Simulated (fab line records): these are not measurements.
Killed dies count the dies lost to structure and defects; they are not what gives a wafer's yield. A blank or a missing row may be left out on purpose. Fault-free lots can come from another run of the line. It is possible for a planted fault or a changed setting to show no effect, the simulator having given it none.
What tool caused it? -- flow gf180mcu -- 33 wafers from 11 lots sampled at 3 of the route's 602 steps

== WHAT THE GAUGES READ, wafer by wafer ==
GF_HV_LDD_OVL_MEAS_08. Usual: HV_LDD_OVL typically reads 0.2 nm, with standard deviation 1.5.
lot,measured,on,HV_LDD_OVL (nm),flag
L692,day 10 07:35,overlay-02,-1.2 0.1 -1.9,
L693,day 10 15:03,overlay-02,0.5 -0.3 -0.6,
L694,day 10 15:22,overlay-01,1.0 1.5 0.4,
L695,day 10 21:29,overlay-02,1.8 2.3 1.8,
L696,day 11 02:02,overlay-02,2.6 -1.4 0.7,
L703,day 13 09:12,overlay-02,300.6 300.3 299.7 302.0 301.3 300.5,OFF
L704,day 13 17:20,overlay-01,-0.5 3.1 -0.2,
L705,day 13 17:56,overlay-01,302.4 302.8 303.3 303.3 304.4 303.8,OFF
L711,day 15 16:57,overlay-01,1.2 2.2 1.0,
L712,day 16 15:42,overlay-01,-1.0 0.1 -1.0,
L714,day 16 20:39,overlay-01,-0.4 -1.0 -1.5,

GF_CONTACT_OVL_MEAS_15. Usual: CONTACT_OVL typically reads -3 nm, with standard deviation 4.6.
lot,measured,on,CONTACT_OVL (nm),flag
L692,day 16 06:50,overlay-02,4 -2 -5,
L693,day 16 13:26,overlay-02,-5 -9 2,
L694,day 16 14:51,overlay-01,-13 -5 -3,
L695,day 17 01:39,overlay-02,-1 -4 -6,
L696,day 17 05:57,overlay-02,-11 -5 -12,
L704,day 20 09:56,overlay-01,-2 -5 3,
L711,day 22 21:46,overlay-01,4 4 2,
L712,day 23 21:09,overlay-01,-7 -2 -3,
L714,day 24 00:46,overlay-02,-9 1 -5,

== TOOL THAT RAN EACH LOT (tool first, then ch and the chambers of the sampled wafers, then the start) ==
lot,GF_HV_LDD_EXPOSE_04
L692,"iline-stepper-02 ch 0, day 9 22:49"
L693,"iline-stepper-02 ch 0, day 10 06:17"
L694,"iline-stepper-02 ch 0, day 10 06:57"
L695,"iline-stepper-01 ch 0, day 10 12:46"
L696,"iline-stepper-01 ch 0, day 10 16:57"
L703,"iline-stepper-02 ch 0, day 12 23:43"
L704,"iline-stepper-01 ch 0, day 13 07:25"
L705,"iline-stepper-02 ch 0, day 13 07:47"
L711,"iline-stepper-01 ch 0, day 15 07:02"
L712,"iline-stepper-01 ch 0, day 16 04:55"
L714,"iline-stepper-01 ch 0, day 16 10:32"
- GF_HV_LDD_EXPOSE_04: exposes mask Nplus LV AREA, target cd 400 nm.

== AS READ BY THE TOOLS THEMSELVES (means over the sampled wafers that have a number; for cases with no such wafer, the mark the record gives instead) ==
The record holds no such reading with a usual standard deviation.

== THE ANSWER, worked out from the rows above alone ==
Rule: a lot counts as off when the mean over its wafers that have a number is more than 3 standard deviations away from the usual mean. Also off: a lot with no number at a reading for which 4 or more lots have one. Where the step has rows for the other lots, those lots are counted as sound. Order of review: gauges by route order, followed by the tools' own readings, for which a lot's mean as printed above is used. The first step at which some lot is off is used, and at that step the reading that is off furthest; a lot without a number counts as furthest.
Off: at GF_HV_LDD_OVL_MEAS_08 (HV_LDD_OVL), L703, L705.
If a tool, at a process step before that reading, ran all the lots that are off and no sound lot after the first of them, it fits. The gauges at GF_HV_LDD_OVL_MEAS_08 are tried like those tools. One fits: iline-stepper-02 at GF_HV_LDD_EXPOSE_04. A fault onset in the window from L694 (day 10 06:57, its last sound lot) to L703 (day 12 23:43, its first lot off) fits.

== WHAT WAS PUT IN BY THE SIMULATOR ==
Scanner matching overlay: iline-stepper-02, from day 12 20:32 on, at GF_HV_LDD_EXPOSE_04. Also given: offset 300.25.
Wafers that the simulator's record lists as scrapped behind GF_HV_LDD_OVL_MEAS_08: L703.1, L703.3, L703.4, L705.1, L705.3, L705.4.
Shown lots that were struck: L703, L705. The rule given above showed the same thing.
